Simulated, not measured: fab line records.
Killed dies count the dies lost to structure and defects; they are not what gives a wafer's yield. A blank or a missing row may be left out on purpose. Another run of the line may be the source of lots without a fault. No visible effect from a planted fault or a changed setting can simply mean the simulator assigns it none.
One fault through the eyes of 2 desks / flow sky130 / each desk has only its own numbers; what lay behind them comes last

## METROLOGY DESK
Lot by lot, what the gauges showed, no matter which tool ran the lot: averages of those sampled wafers that carry a number. A lot is out of limits, marked OUT, if its mean lies more than 4 standard deviations from the usual mean; the brackets give that distance.
Columns: A = SONOS_ONO_OXIDATION_THK at SKY_SONOS_ONO_THK_MEAS_01, usual 2.61 nm; B = SONOS_ONO_CVD_02_THK at SKY_SONOS_ONO_THK_MEAS_03, usual 10.48 nm; C = SONOS_ONO_CVD_04_THK at SKY_SONOS_ONO_THK_MEAS_05, usual 5.75 nm
lot=L495; first seen here=day 12 06:36; A=2.57; B=10.43; C=5.63
lot=L497; first seen here=day 13 00:58; A=2.61; B=10.58; C=6.48 (+6.7) OUT
lot=L498; first seen here=day 13 16:00; A=2.57; B=10.38; C=6.33 (+5.3) OUT
lot=L499; first seen here=day 13 17:06; A=2.63; B=10.71; C=6.32 (+5.2) OUT
lot=L507; first seen here=day 16 16:42; A=2.64; B=10.46; C=5.68
lot=L509; first seen here=day 17 01:40; A=2.59; B=10.25; C=5.61
lot=L510; first seen here=day 17 06:56; A=2.66; B=10.40; C=5.76
lot=L511; first seen here=day 17 09:47; A=2.63; B=10.33; C=5.81
lot=L512; first seen here=day 18 01:31; A=2.70; B=10.56; C=5.65
lot=L514; first seen here=day 18 09:59; A=2.58; B=10.52; C=5.77
lot=L513; first seen here=day 18 10:00; A=2.64; B=10.49; C=5.63
lot=L515; first seen here=day 18 19:04; A=2.59; B=10.39; C=5.68
This desk reports L497, L498, L499 out of limits; the earliest was L497 at day 13 03:50 (SONOS_ONO_CVD_04_THK at SKY_SONOS_ONO_THK_MEAS_05). In limits: L495, L507, L509, L510, L511, L512, L514, L513, L515.

## THE TOOL OWNER'S DESK: lpcvd-03
The tool's own readings at SKY_SONOS_ONO_CVD_04 (deposits SiO2 from SiH4/N2O, target thk 5.7199 nm): means of the sampled wafers that have a number, for each lot that ran on this tool. A lot is out of limits, marked OUT, if its mean lies more than 4 standard deviations from the usual mean; the brackets give that distance.
Columns: A = pressure-mtorr at SKY_SONOS_ONO_CVD_04, usual 400.2 mTorr; B = spike-tc-bottom-C at SKY_SONOS_ONO_CVD_04, usual 917 C
lot=L495; first seen here=day 12 08:16; A=400.0; B=914
lot=L497; first seen here=day 13 02:34; A=480.2 (+99 or more) OUT; B=914
lot=L498; first seen here=day 13 20:05; A=480.1 (+99 or more) OUT; B=921
lot=L499; first seen here=day 13 20:05; A=479.3 (+99 or more) OUT; B=914
lot=L507; first seen here=day 16 18:52; A=399.2; B=922
lot=L509; first seen here=day 17 04:18; A=400.9; B=921
lot=L510; first seen here=day 17 08:14; A=399.9; B=920
lot=L511; first seen here=day 17 11:26; A=400.0; B=920
lot=L512; first seen here=day 18 02:58; A=399.8; B=920
lot=L513; first seen here=day 18 13:23; A=399.5; B=914
lot=L514; first seen here=day 18 13:23; A=400.3; B=920
lot=L515; first seen here=day 18 21:19; A=401.4; B=914
Finding of this desk: L497, L498, L499 out of limits; the first was L497 at day 13 02:34, on pressure-mtorr at SKY_SONOS_ONO_CVD_04. In limits: L495, L507, L509, L510, L511, L512, L513, L514, L515.

## ALL TOGETHER
At day 13 02:34, on L497, L498, L499, the tool owner's desk was in a position to raise an alarm.
Metrology desk: alarm possible at day 13 03:50 on L497, L498, L499.
Of the lots named, all ran SKY_SONOS_ONO_CVD_04 on lpcvd-03.

## WHAT THE SIMULATOR PUT IN
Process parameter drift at SKY_SONOS_ONO_CVD_04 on lpcvd-03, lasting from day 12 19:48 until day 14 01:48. A move of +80 in setting pressure-mtorr, from 400.
Struck lots among those shown: L497, L498, L499.
Fault start to first reading out of limits, in hours, per desk: tool owner, 7; metrology, 8.
